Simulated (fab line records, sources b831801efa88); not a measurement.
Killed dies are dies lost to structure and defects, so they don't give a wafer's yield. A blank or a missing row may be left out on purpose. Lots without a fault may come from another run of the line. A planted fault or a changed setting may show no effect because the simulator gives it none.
fab line records | flow sky130
record lots=7 wafers=18 last_day=50
route steps=708 shown VT_ADJUST_NCORE@125 VT_ADJUST_HVTR@131 PAD_OPEN@708
lots that met no fault: from a run of the same line without faults
start_h: hours from the record's first day to the start of the lot's first wafer shown | wait_h: hours since the lot's step before | " the same as in the row above | L1.1+2: a row that stands for several wafers | - no value, or no start given | * or withheld: withheld | < > ~ a bound
route shown NAME@n: a module of which the file shows steps, and the number in the route of the first | usual: mean/standard deviation of fault-free wafers | same: alike in all rows | chamber/n: place in a boat | sites: the reading at each site | _std_site: their standard deviation | _edge_site: outer sites' mean less inner sites' | radius_mm: how far each site lies from the wafer's centre | mask NAME#n: copy n | behind: the tool/chamber that last shaped the wafer | hold: why the lot was held/for how many hours/how that ended | device: the transistor (n, p or np) that didn't switch | end of line: the same wafers' tests at the end of the route | a step without rows: its recipe alone | killed: dies lost to structure and defects at the first sort, not the wafer's yield | map: a wafer's dies, x killed, . not, _ none there
set.NAME: the setting as run; set.NAME@STEP: as run at that earlier step | model.NAME: the simulator's own value behind a step, which no gauge read
lots at some steps of the route; a table a step, a row a wafer
services: from which hour (start_h, from the record's first day; less than 0 if before it) a tool's chamber was out of use, for how many hours, and why
## steps
# step SKY_VT_ADJUST_NCORE_DEVELOP_06
# recipe resist=NOVOLAK developer=TMAH develop_time_s=60 dev_temp_c=23
# step SKY_VT_ADJUST_NCORE_CD_MEAS_07
# recipe target_cd_nm=380
# usual cd_nm=380.2/2
# columns lot.wafer tool chamber start_h wait_h cd_nm
L498.2 cd_sem-02 - 150.43 0.1 376.6
L498.3 " - " " 379.1
L498.5 " - " " 378.6
L500.1 cd_sem-01 - 184.57 0.1 380.7
L500.4 " - " " 376.7
L500.5 " - " " 381.1
L508.4 cd_sem-02 - 261.02 0.1 382.7
L508.6 " - " " 382.3
L509.3 cd_sem-01 - 265.00 0.1 376.1
L509.5 " - " " 378.0
L511.4 cd_sem-02 - 280.30 0.1 381.5
L511.5 " - " " 380.2
L517.2 cd_sem-01 - 326.69 0.1 378.4
L517.4 " - " " 379.6
L517.5 " - " " 380.4
L519.1 cd_sem-02 - 358.91 0.1 378.6
L519.4 " - " " 376.1
L519.5 " - " " 378.2
# step SKY_VT_ADJUST_NCORE_OVL_MEAS_08
# usual VT_ADJUST_NCORE_OVL=0.3/1.5
# columns lot.wafer tool chamber start_h wait_h VT_ADJUST_NCORE_OVL[nm]
L498.2 overlay-01 - 150.53 0.1 -2.7
L498.3 " - " " -0.7
L498.5 " - " " -2.3
L500.1 overlay-01 - 184.69 0.1 -0.3
L500.4 " - " " -0.1
L500.5 " - " " -0.6
L508.4 overlay-01 - 261.09 0.1 0.3
L508.6 " - " " 0.7
L509.3 overlay-02 - 265.10 0.1 2.0
L509.5 " - " " 1.9
L511.4 overlay-01 - 280.38 0.1 0.1
L511.5 " - " " -1.3
L517.2 overlay-02 - 326.80 0.1 0.4
L517.4 " - " " 0.9
L517.5 " - " " 0.4
L519.1 overlay-02 - 359.03 0.1 -0.6
L519.4 " - " " -0.4
L519.5 " - " " 1.7
# step SKY_VT_ADJUST_NCORE_IMPLANT_09
# recipe species=B energy_kev=10 dose_cm2=2.4e+12 tilt_deg=withheld
# step SKY_VT_ADJUST_NCORE_STRIP_10
# recipe chemistry=O2/N2 power_w=1400 pressure_mtorr=1500 platen_temp_c=withheld o2_flow_sccm=3000 n2_flow_sccm=300 overash_fraction=0.5
# usual drypump_motor_current_A=5.7/0.38 oes_product_au=0.716/0.0049 strip_time_to_endpoint_s=14.18/0.038
# columns lot.wafer tool chamber start_h wait_h drypump_motor_current_A oes_product_au rf_hours_counter_h strip_time_to_endpoint_s
L498.2 plasma_asher-01 1 150.71 0.1 5.9 0.721 43 14.22
L498.3 " 1 " " 5.9 0.717 - 14.23
L498.5 " 1 " " 5.9 0.713 - 14.20
L500.1 plasma_asher-03 0 184.88 0.1 5.8 0.718 7 14.22
L500.4 " 1 " " 5.3 0.714 - 14.22
L500.5 " 1 " " 5.3 0.711 - 14.21
L508.4 plasma_asher-01 0 261.30 0.1 5.4 0.724 - 14.17
L508.6 " 1 " " 5.9 0.706 - 14.15
L509.3 plasma_asher-03 1 265.30 0.1 5.3 0.720 - 14.19
L509.5 " 0 " " 5.8 0.714 - 14.22
L511.4 plasma_asher-03 0 280.58 0.1 5.8 0.715 - 14.21
L511.5 " 1 " " 5.3 0.716 - 14.16
L517.2 plasma_asher-03 0 326.98 0.1 5.8 0.716 20 14.13
L517.4 " 1 " " 5.3 0.721 - 14.16
L517.5 " 0 " " 5.7 0.728 - 14.10
L519.1 plasma_asher-01 1 359.22 0.1 5.9 0.722 64 14.17
L519.4 " 1 " " 5.9 0.715 - 14.16
L519.5 " 1 " " 5.9 0.719 - 14.19
# step SKY_VT_ADJUST_NCORE_TW_MEAS_11
# usual VT_ADJUST_NCORE_TW=219.0/1.3
# columns lot.wafer tool chamber start_h wait_h VT_ADJUST_NCORE_TW
L498.2 film_metro-03 - 150.82 0.1 219.4
L498.3 " - " " 219.6
L498.5 " - " " 219.0
L500.1 film_metro-04 - 184.98 0.1 219.2
L500.4 " - " " 219.4
L500.5 " - " " 220.4
L508.4 film_metro-01 - 261.39 0.1 220.1
L508.6 " - " " 219.3
L509.3 film_metro-04 - 265.39 0.1 219.0
L509.5 " - " " 218.6
L511.4 film_metro-03 - 280.68 0.1 217.6
L511.5 " - " " 218.6
L517.2 film_metro-01 - 327.09 0.1 219.0
L517.4 " - " " 218.8
L517.5 " - " " 218.7
L519.1 film_metro-01 - 359.32 0.1 218.8
L519.4 " - " " 218.9
L519.5 " - " " 218.8
# step SKY_VT_ADJUST_HVTR_DEHYDRATE_00
# recipe temp_c=200 time_s=60
# step SKY_VT_ADJUST_HVTR_HMDS_01
# recipe prime_time_s=60 prime_temp_c=120
# step SKY_VT_ADJUST_HVTR_COAT_02
# recipe resist=NOVOLAK spin_rpm=3000 resist_thk_nm=1140
# step SKY_VT_ADJUST_HVTR_SOFTBAKE_03
# recipe temp_c=90 time_s=60 resist=NOVOLAK
# step SKY_VT_ADJUST_HVTR_EXPOSE_04
# recipe mask_id=HVTRM target_cd_nm=380 na=0.6 source_shape=conventional sigma_outer=0.6 dose_mj=150
# step SKY_VT_ADJUST_HVTR_PEB_05
# recipe temp_c=withheld time_s=* resist=NOVOLAK
# step SKY_VT_ADJUST_HVTR_DEVELOP_06
# recipe develop_time_s=60 dev_temp_c=23
# columns lot.wafer tool chamber start_h wait_h
L498.2+3+5 litho_track-01 0 169.64 0.1
L500.1+4+5 litho_track-02 0 206.50 0.1
L508.4+6 litho_track-01 0 286.19 0.1
L509.3+5 litho_track-01 0 290.21 0.1
L511.4+5 litho_track-01 0 305.89 0.1
L517.2+4+5 litho_track-04 0 353.83 0.1
L519.1+4+5 litho_track-02 0 387.50 0.1
# step SKY_VT_ADJUST_HVTR_CD_MEAS_07
# recipe target_cd_nm=380
# usual cd_nm=379.5/2.3
# columns lot.wafer tool chamber start_h wait_h cd_nm
L498.2 cd_sem-02 - 169.78 0.1 382.2
L498.3 " - " " 382.4
L498.5 " - " " 381.2
L500.1 cd_sem-02 - 206.65 0.1 376.7
L500.4 " - " " 374.5
L500.5 " - " " 376.3
L508.4 cd_sem-01 - 286.32 0.1 381.5
L508.6 " - " " 397.8
L509.3 cd_sem-01 - 290.35 0.1 382.0
L509.5 " - " " 398.9
L511.4 cd_sem-01 - 306.02 0.1 380.3
L511.5 " - " " 397.3
L517.2 cd_sem-01 - 353.98 0.1 378.7
L517.4 " - " " 378.1
L517.5 " - " " 377.8
L519.1 cd_sem-02 - 387.65 0.1 381.2
L519.4 " - " " 383.8
L519.5 " - " " 382.4
# step SKY_VT_ADJUST_HVTR_OVL_MEAS_08
# usual VT_ADJUST_HVTR_OVL=-0.2/1.4
# columns lot.wafer tool chamber start_h wait_h VT_ADJUST_HVTR_OVL[nm]
L498.2 overlay-01 - 169.89 0.1 -1.4
L498.3 " - " " -2.1
L498.5 " - " " -2.4
L500.1 overlay-02 - 206.77 0.1 0.1
L500.4 " - " " -0.5
L500.5 " - " " 1.1
L508.4 overlay-01 - 286.40 0.1 0.8
L508.6 " - " " -1.2
L509.3 overlay-02 - 290.45 0.1 3.9
L509.5 " - " " 3.6
L511.4 overlay-02 - 306.10 0.1 -1.8
L511.5 " - " " -1.0
L517.2 overlay-02 - 354.08 0.1 -1.2
L517.4 " - " " -3.1
L517.5 " - " " -2.6
L519.1 overlay-02 - 387.77 0.1 0.0
L519.4 " - " " -1.8
L519.5 " - " " -0.7
# step SKY_PAD_OPEN_PROBE_99
# usual killed_at_M0_to_M3=43/6.6 killed_at_M4_up=3.2/1.8 killed_at_contacts=24/5 killed_at_front_end=15/4.5 killed_at_other=0.2/0.46 killed_dies=86/8.8 killed_open=48/6.6 killed_short=38/6.1
# same gross_dies=492 killed_at_back_side=0
# columns lot.wafer tool chamber start_h wait_h killed_at_M0_to_M3 killed_at_M4_up killed_at_contacts killed_at_front_end killed_at_other killed_dies killed_open killed_short
L500.1 prober-02 - 1090.61 0.1 46 3 20 27 0 96 47 49
L500.4 prober-02 - 1090.76 0.2 47 1 23 23 1 95 60 35
L500.5 prober-02 - 1090.81 0.2 46 2 20 25 0 93 44 49
L508.4 prober-01 - 1146.54 0.2 43 4 21 8 0 76 45 31
L508.6 prober-01 - 1146.64 0.2 42 5 25 18 0 90 50 40
L509.3 prober-02 - 1148.90 0.2 49 1 32 13 0 95 58 37
L509.5 prober-02 - 1149.00 0.2 49 4 23 10 0 86 53 33
L511.5 prober-01 - 1178.68 0.2 43 2 22 18 0 85 52 33
L517.2 prober-02 - 1186.73 0.1 44 6 22 15 0 87 47 40
L517.4 prober-02 - 1186.83 0.2 25 6 23 13 0 67 38 29
L517.5 prober-02 - 1186.88 0.2 53 5 24 10 0 92 50 42
L519.1 prober-02 - 1207.72 0.1 41 1 25 12 1 80 46 34
L519.4 prober-02 - 1207.87 0.2 51 5 23 14 1 94 48 46
L519.5 prober-02 - 1207.92 0.2 46 3 25 8 0 82 53 29
# killed by level:class
L500.1 VIA1:geometric_particle:open=12 FIELD_ISO:geometric_particle:short=8 CONTACT:geometric_particle:open=7 METAL2:geometric_particle:short=7 CONTACT:geometric_particle:short=6 METAL1:geometric_particle:short=6 POLY_GATE:geometric_particle:open=5 POLY_GATE:geometric_particle:short=5
L500.4 VIA1:geometric_particle:open=15 FIELD_ISO:geometric_particle:open=9 VIA2:geometric_particle:open=9 METAL2:geometric_particle:short=8 CONTACT:geometric_particle:open=7 LI_CONTACT:geometric_particle:open=6 FIELD_ISO:geometric_particle:short=5 VIA1:geometric_particle:short=5
L500.5 VIA1:geometric_particle:open=12 FIELD_ISO:geometric_particle:short=10 CONTACT:geometric_particle:open=7 METAL2:geometric_particle:short=7 POLY_GATE:geometric_particle:open=6 CONTACT:geometric_particle:short=5 VIA2:geometric_particle:short=5 VIA3:geometric_particle:open=5
L508.4 CONTACT:geometric_particle:open=12 VIA1:geometric_particle:open=9 VIA1:geometric_particle:short=7 VIA2:geometric_particle:open=6 FIELD_ISO:geometric_particle:short=4 VIA3:geometric_particle:open=4 LI_CONTACT:geometric_particle:open=3 LI_CONTACT:geometric_particle:short=3
L508.6 VIA1:geometric_particle:open=10 CONTACT:geometric_particle:open=8 LI_CONTACT:geometric_particle:open=7 FIELD_ISO:geometric_particle:open=7 LOCAL_INTERCONNECT:geometric_particle:short=6 VIA1:geometric_particle:short=5 METAL2:geometric_particle:short=5 VIA2:geometric_particle:open=5
L509.3 LI_CONTACT:geometric_particle:open=14 VIA1:geometric_particle:open=14 METAL2:geometric_particle:short=9 VIA3:geometric_particle:open=8 POLY_GATE:geometric_particle:open=7 CONTACT:geometric_particle:open=6 LI_CONTACT:geometric_particle:short=6 METAL3:geometric_particle:short=6
L509.5 VIA1:geometric_particle:open=11 LI_CONTACT:geometric_particle:open=10 METAL1:geometric_particle:short=9 VIA2:geometric_particle:open=9 CONTACT:geometric_particle:open=7 VIA3:geometric_particle:open=5 VIA1:geometric_particle:short=4 METAL2:geometric_particle:short=4
L511.5 VIA1:geometric_particle:open=12 VIA3:geometric_particle:open=10 POLY_GATE:geometric_particle:open=6 LI_CONTACT:geometric_particle:short=6 LI_CONTACT:geometric_particle:open=5 METAL1:geometric_particle:short=5 CONTACT:geometric_particle:open=5 CONTACT:geometric_particle:short=5
L517.2 FIELD_ISO:geometric_particle:open=9 VIA2:geometric_particle:open=9 CONTACT:geometric_particle:open=8 VIA1:geometric_particle:open=8 LI_CONTACT:geometric_particle:open=6 METAL2:geometric_particle:short=6 METAL4:geometric_particle:short=6 CONTACT:geometric_particle:short=5
L517.4 CONTACT:geometric_particle:open=8 LI_CONTACT:geometric_particle:open=6 VIA2:geometric_particle:open=5 FIELD_ISO:geometric_particle:open=4 POLY_GATE:geometric_particle:short=4 METAL4:geometric_particle:short=4 CONTACT:geometric_particle:short=4 METAL1:geometric_particle:open=4
L517.5 METAL1:geometric_particle:short=9 VIA1:geometric_particle:open=9 VIA3:geometric_particle:open=9 LI_CONTACT:geometric_particle:open=8 CONTACT:geometric_particle:open=8 VIA2:geometric_particle:open=7 VIA1:geometric_particle:short=6 LOCAL_INTERCONNECT:geometric_particle:short=5
L519.1 VIA1:geometric_particle:open=10 CONTACT:geometric_particle:open=9 LI_CONTACT:geometric_particle:open=6 LOCAL_INTERCONNECT:geometric_particle:short=5 METAL2:geometric_particle:short=5 VIA2:geometric_particle:open=5 FIELD_ISO:geometric_particle:open=4 VIA1:geometric_particle:short=4
L519.4 VIA1:geometric_particle:open=10 METAL1:geometric_particle:short=8 VIA2:geometric_particle:open=8 VIA3:geometric_particle:open=8 LI_CONTACT:geometric_particle:open=7 CONTACT:geometric_particle:open=5 VIA3:geometric_particle:short=5 LOCAL_INTERCONNECT:geometric_particle:short=4
L519.5 VIA1:geometric_particle:open=17 CONTACT:geometric_particle:open=8 LI_CONTACT:geometric_particle:open=7 VIA2:geometric_particle:open=6 VIA3:geometric_particle:open=6 VIA3:geometric_particle:short=4 FIELD_ISO:geometric_particle:open=3 LOCAL_INTERCONNECT:geometric_particle:short=3
## services
# columns tool chamber start_h hours kind
plasma_asher-03 - 190.67 2.8 pm
plasma_asher-01 - 222.69 14.6 pm
plasma_asher-03 - 340.07 28.1 pm
## key
first_sign step=SKY_VT_ADJUST_HVTR_CD_MEAS_07 reading=cd_nm direction=up sigmas=8.1 usual=379.5 struck=398.0
effect none on later readings
met_at SKY_VT_ADJUST_HVTR_DEVELOP_06
struck_wafers L508.6,L509.5,L511.5
tester_left_out L508,L509,L511
onset_between 169.64 286.19
fault kind=process_parameter_drift tool=litho_track-01 chamber=- onset_h=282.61 steps=SKY_VT_ADJUST_HVTR_DEVELOP_06 channel=develop_time_s offset=* shape=step end_h=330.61 scope=struck_wafers_only acts_in=* stated=*
# tester_left_out: of these lots the tester's yield and bins aren't shown, on N5 and GAA mostly nor the transistor test; their killed dies are dies lost to structure and defects alone, not to doping, threshold or leakage, so they don't give the yield
